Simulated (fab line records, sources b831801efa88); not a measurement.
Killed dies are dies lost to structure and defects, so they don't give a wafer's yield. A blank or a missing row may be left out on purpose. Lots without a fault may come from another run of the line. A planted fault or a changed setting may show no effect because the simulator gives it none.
Problem report in the 8D (eight disciplines) form, filled by code | flow sky130 | the parts of the form that need people (team, actions taken, sign-off) are left out

1. THE PROBLEM
VT_ADJUST_LVTN_TW at SKY_VT_ADJUST_LVTN_TW_MEAS_10 reads a mean of 29.7 on 3 wafers of 1 lot; wafers without a fault read 237.2 with a standard deviation of 1.2. That is -99 or more standard deviations from the usual mean.
First seen on wafer L928.1, day 8 13:55, on film_metro-03. The record holds 39 wafers of 13 lots with a number at this step. Rule for "out", or "out of limits": more than 4 standard deviations from the usual mean. The other wafers with a number count as sound.

2. WHAT IT IS AND WHAT IT IS NOT
question                    | is                     | is not
which readings at this step | VT_ADJUST_LVTN_TW      | -
which lots                  | L928                   | L923, L925, L927, L930, L938, L939, L940, L941, L942, L943, L945, L946
which wafers of those lots  | all that have a number | -
read on which gauges        | film_metro-03          | film_metro-01, film_metro-02
when                        | from day 8 13:55       | up to then (6 sound wafers); but 30 sound wafers of L927, L930, L938, L939, L940, L941, L942, L943, L945, L946 came after

3. SUSPECTS, AND WHAT RULES EACH OUT
Counting: a tool at a process step up to the reading stays a suspect if it ran every lot that is out and no sound lot after the first of them.
- the gauge at SKY_VT_ADJUST_LVTN_TW_MEAS_10: ruled out. All the wafers that are out were read on film_metro-03, but those of them that SKY_VT_ADJUST_HVTP_STRIP_10 has rows for are out there too, on other tools.
- rie_diel-04 at SKY_FIELD_ISO_ETCH_15 (etches the open film in CHF3/O2, stops on Si, target depth 180 nm, time 72 s): ruled out as a lasting fault. Sound lots L930, L941, L945 ran on it after its first lot that is out, L928 (day 3 07:33).
- cmp-01 at SKY_FIELD_ISO_CMP_27 (polishes, stops on Si3N4, t overpolish 16 s, target thk 457.8 nm): ruled out as a lasting fault. Sound lots L930, L938, L941, L945 ran on it after its first lot that is out, L928 (day 3 21:01).
- rtp_anneal-01 at SKY_NWELL_RTA_28 (time 30 s): ruled out as a lasting fault. Sound lots L927, L930, L939, L941, L946 ran on it after its first lot that is out, L928 (day 6 21:47).
- plasma_asher-04 at SKY_VT_ADJUST_HVTP_STRIP_10 (strips in O2/N2): ruled out as a lasting fault. Sound lots L941, L943, L946 ran on it after its first lot that is out, L928 (day 7 17:25).
- plasma_asher-01 at SKY_VT_ADJUST_LVTN_STRIP_09 (strips in O2/N2): ruled out as a lasting fault. Sound lots L938, L939, L942, L943 ran on it after its first lot that is out, L928 (day 8 13:49).
Left after counting: nothing in the record.

4. THE CAUSE (what the simulator had put in)
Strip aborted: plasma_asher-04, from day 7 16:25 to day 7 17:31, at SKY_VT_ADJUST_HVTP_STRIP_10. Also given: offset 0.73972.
Counting ruled it out, wrongly: the rule takes a fault to strike every lot that its tool runs from its start on, and this one did not.

5. THE CHAIN OF EFFECTS, in route order
Each row: a reading whose mean over the struck wafers that have a number lies more than 3 standard deviations from the usual. Only readings for which the record gives a usual standard deviation are gone through. hours: the time from each lot's start at the first step in this table that gives one to its start at this step, as a median over the lots. sigmas: the change in usual standard deviations.
hours | step                          | reading                  | usual      | on struck wafers | change | sigmas
0     | SKY_VT_ADJUST_HVTP_STRIP_10   | oes_product_au           | 0.716 a.u. | 0.923            | +0.207 | +46
20    | SKY_VT_ADJUST_LVTN_STRIP_09   | strip_time_to_endpoint_s | 36.91 s    | 45.29            | +8.38  | +84
20    | SKY_VT_ADJUST_LVTN_TW_MEAS_10 | VT_ADJUST_LVTN_TW        | 237.2      | 29.7             | -207.5 | -99 or more
The process steps in it:
- SKY_VT_ADJUST_HVTP_STRIP_10: strips in O2/N2.
- SKY_VT_ADJUST_LVTN_STRIP_09: strips in O2/N2.
Readings that are blank on the struck wafers while sound wafers have them: strip_time_to_endpoint_s at SKY_VT_ADJUST_HVTP_STRIP_10.

6. WHAT WOULD HAVE CAUGHT IT SOONER
In this record the first reading out of limits at a measuring or inspecting step was taken at day 8 13:55, 22 hours after the fault began at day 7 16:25.
The tool's own readings at SKY_VT_ADJUST_HVTP_STRIP_10 were out on every struck wafer that the step has a row for (oes_product_au): an alarm limit on them would have fired on the first of those.
